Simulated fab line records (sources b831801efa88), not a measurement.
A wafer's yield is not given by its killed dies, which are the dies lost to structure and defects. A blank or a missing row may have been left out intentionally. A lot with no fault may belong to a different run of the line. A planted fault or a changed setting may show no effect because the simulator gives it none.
Matching of chambers    flow gf180mcu    GF_SAB_ETCH_11 on rie-diel-02: 4 sister chambers
The step etches SiO2 in C4F8/O2/Ar, target depth 55 nm, time 8.5 s. 4 wafers are shown with their chamber, then 7 later ones without.

WAFERS, EACH WITH ITS CHAMBER
wafer   chamber  oes-product-au (a.u.)
L305.3  2        0.994
L309.3  3        1.005
L310.1  0        1.009
L310.5  1        1.003

WAFERS WHOSE CHAMBER IS MISSING
wafer   oes-product-au (a.u.)
L310.6  0.996
L320.1  1.008
L320.2  1.021
L320.6  1.015
L322.2  1.007
L322.4  1.002
L322.6  0.997

EACH ONE'S CHAMBER
wafer   from the rows above                in truth
L310.6  can't be placed: 2 or 1 or 3       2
L320.1  can't be placed: 0 or 3 or 1       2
L320.2  can't be placed: 0 or 3 or 1       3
L320.6  can't be placed: 0 or 3 or 1       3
L322.2  can't be placed: 0 or 3 or 1       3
L322.4  can't be placed: 1 or 3 or 0 or 2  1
L322.6  can't be placed: 2 or 1 or 3 or 0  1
Correct placement for 0 of the 7. Can't be placed from these rows: 7 (the true chamber is among the candidates in 6). 0 placed wrongly.
How it was worked out, from the rows above alone: a wafer's distance from a chamber is the root of the sum, over the readings, of the square of ((its reading less the chamber's mean) divided by the reading's scatter). The wafer belongs to the nearest chamber; if the next one is less than 2 further off, it can't be placed. A chamber's mean is the mean of its shown wafers. The scatter: with one shown wafer a chamber, the root of the mean of the squares of how far each hidden wafer lies from its nearest shown one.
